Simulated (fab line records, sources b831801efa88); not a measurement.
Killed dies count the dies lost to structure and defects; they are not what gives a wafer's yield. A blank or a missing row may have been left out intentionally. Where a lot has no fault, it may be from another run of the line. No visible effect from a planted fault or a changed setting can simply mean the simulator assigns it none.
Struck lot and sound lot, side by side || flow sky130 || 22 steps out of a route of 708
Sound: the wafers L630.2, L630.3, L630.5. Wafers L643.4, L643.5, L643.6 were the ones struck. Last of all comes the cause.
Order at every step that has rows: each side's tool, ch and its chambers, its first start. Under that, the readings that differ: sound wafers || struck wafers || difference of the means || sigmas: that difference in standard deviations of wafers without a fault.
alike: readings whose means differ by less than 2 such deviations, and words and numbers that are the same on both sides. not compared: withheld readings, readings that some wafer has no value for, bounds like >300 that may hide the same value, and numbers for which the record gives no deviation and whose values overlap.
The two part at a step that has a row with sigmas, a row that says differs or no value, or rows on one side only. Numbers that have no deviation but don't overlap get no sigmas and don't part them. A reading that every wafer of one side lacks parts them only if that side has two wafers or more.

first, 2 steps without rows for these wafers: SKY_RES_PROTECT_DEVELOP_06 (develop time 60 s); SKY_POLY_GATE_IMPLANT_02.
SKY_RES_PROTECT_STRIP_07: strips in O2/N2.
  sound on plasma_asher-02 ch 0,1, day 15 00:01; struck on plasma_asher-02 ch 0,1, day 19 22:53
  alike: chamber_pressure_mTorr, drypump_motor_current_A, oes_product_au, strip_time_to_endpoint_s
  not compared: rf_hours_counter_h
SKY_RES_PROTECT_TW_MEAS_08:
  sound on film_metro-01 at day 15 00:07; struck on film_metro-03 at day 19 22:59
  alike: POLY_GATE_TW
then, 2 steps without rows for these wafers: SKY_RES_PROTECT_CLEAN_09 (cleans in SC1/SC2, time 150 s); SKY_POLY_GATE_CVD_03 (deposits Si3N4 from DCS/NH3, target thk 75 nm, time 1290 s).
SKY_POLY_GATE_THK_MEAS_04:
  sound on film_metro-04 at day 15 01:35; struck on film_metro-03 at day 20 00:28
  alike: POLY_GATE_CVD_03_THK
then, 5 steps without rows for these wafers: SKY_POLY_GATE_DEHYDRATE_05 (time 60 s); SKY_POLY_GATE_HMDS_06 (prime time 60 s); SKY_POLY_GATE_COAT_07 (resist thk 110 nm); SKY_POLY_GATE_COAT_08 (resist thk 450 nm); SKY_POLY_GATE_SOFTBAKE_09 (time 90 s).
SKY_POLY_GATE_EXPOSE_10: exposes mask P1M, target cd 150 nm.
  sound on krf_scanner-02 ch 0, day 15 15:17; struck on krf_scanner-01 ch 0, day 20 14:53
{"reading": "mask", "sound": "P1M#0 P1M#0 P1M#0", "struck": "P1M_R1#0 P1M_R1#0 P1M_R1#0", "difference": "differs", "sigmas": ""}
then, 2 steps without rows for these wafers: SKY_POLY_GATE_PEB_11; SKY_POLY_GATE_DEVELOP_12 (develop time 60 s).
SKY_POLY_GATE_CD_MEAS_13 targets a cd of 150 nm.
  sound on cd_sem-02 at day 16 05:23; struck on cd_sem-01 at day 21 06:55
{"reading": "cd_nm (nm)", "sound": "149.7 149.6 148.8", "struck": "172.1 171.2 171.2", "difference": "+22.1", "sigmas": "+17"}
SKY_POLY_GATE_OVL_MEAS_14:
  sound on overlay-02 at day 16 05:30; struck on overlay-01 at day 21 07:00
  alike: POLY_GATE_OVL
SKY_POLY_GATE_ETCH_15: etches BARC in N2/H2, stops on SiO2, time 118.5 s, target depth 110 nm.
  sound on rie_diel-04 ch 1,2,3, day 16 05:32; struck on rie_diel-04 ch 0,3, day 21 07:01
{"reading": "model.POLY_GATE.cd_nm (nm)", "sound": "152.5 149.8 148.7", "struck": "171.6 172.4 171.2", "difference": "+21.4", "sigmas": ""}
  alike: chamber_pressure_mTorr, drypump_motor_current_A, oes_product_au, rf_fwd_power_W, throttle_valve_pct
  not compared: rf_hours_counter_h
SKY_POLY_GATE_ETCH_16: etches Si3N4 in CH3F/O2, stops on poly-Si, time 147.5 s, target depth 75 nm.
  sound on rie_diel-04 ch 1,2,3, day 16 05:37; struck on rie_diel-04 ch 0,3, day 21 07:06
  alike: chamber_pressure_mTorr, drypump_motor_current_A, oes_product_au, rf_fwd_power_W, throttle_valve_pct
  not compared: rf_hours_counter_h
SKY_POLY_GATE_ETCH_17: etches poly-Si in HBr/Cl2, stops on SiO2, target depth 180 nm, time 70.5 s.
  sound on rie_si-01 ch 0,2,3, day 16 05:43; struck on rie_si-01 ch 0,1,3, day 21 07:12
{"reading": "model.POLY_GATE.cd_nm (nm)", "sound": "155.8 149.6 149.5", "struck": "172.2 175.4 171.4", "difference": "+21.4", "sigmas": ""}
  alike: chamber_pressure_mTorr, drypump_motor_current_A, oes_product_au, rf_fwd_power_W, throttle_valve_pct
  not compared: rf_hours_counter_h
SKY_POLY_GATE_STRIP_18: strips in O2/N2.
  sound on plasma_asher-04 ch 0,1, day 16 05:46; struck on plasma_asher-02 ch 0,1, day 21 07:17
{"reading": "chamber_pressure_mTorr (mTorr)", "sound": "1500.9 1502.0 1501.2", "struck": "1498.1 1498.4 1498.3", "difference": -3.1, "sigmas": -2}
{"reading": "drypump_motor_current_A (A)", "sound": "5.8 4.8 4.8", "struck": "6.0 5.6 6.0", "difference": "+0.7", "sigmas": "+2"}
  alike: oes_product_au, strip_time_to_endpoint_s
  not compared: rf_hours_counter_h
-- here the record skips 28 days between the struck wafers' starts before and after, leaving off in module POLY_GATE and picking up in module PAD_OPEN (first step shown: number 708 of the route) --
SKY_PAD_OPEN_PROBE_99:
  sound on prober-01 at day 45 14:41; struck on prober-01 at day 49 03:56
{"reading": "killed_at_front_end", "sound": "21 15 13", "struck": "71 71 66", "difference": "+53", "sigmas": "+13"}
{"reading": "killed_dies", "sound": "85 87 76", "struck": "156 152 149", "difference": "+70", "sigmas": "+8"}
  alike: killed_at_M0_to_M3, killed_at_M4_up, killed_at_contacts, killed_at_other, killed_open, killed_short

== WHERE THEY PART ==
At SKY_POLY_GATE_EXPOSE_10 first; at SKY_PAD_OPEN_PROBE_99 last (within this record only).

WHY: whatever the simulator had introduced
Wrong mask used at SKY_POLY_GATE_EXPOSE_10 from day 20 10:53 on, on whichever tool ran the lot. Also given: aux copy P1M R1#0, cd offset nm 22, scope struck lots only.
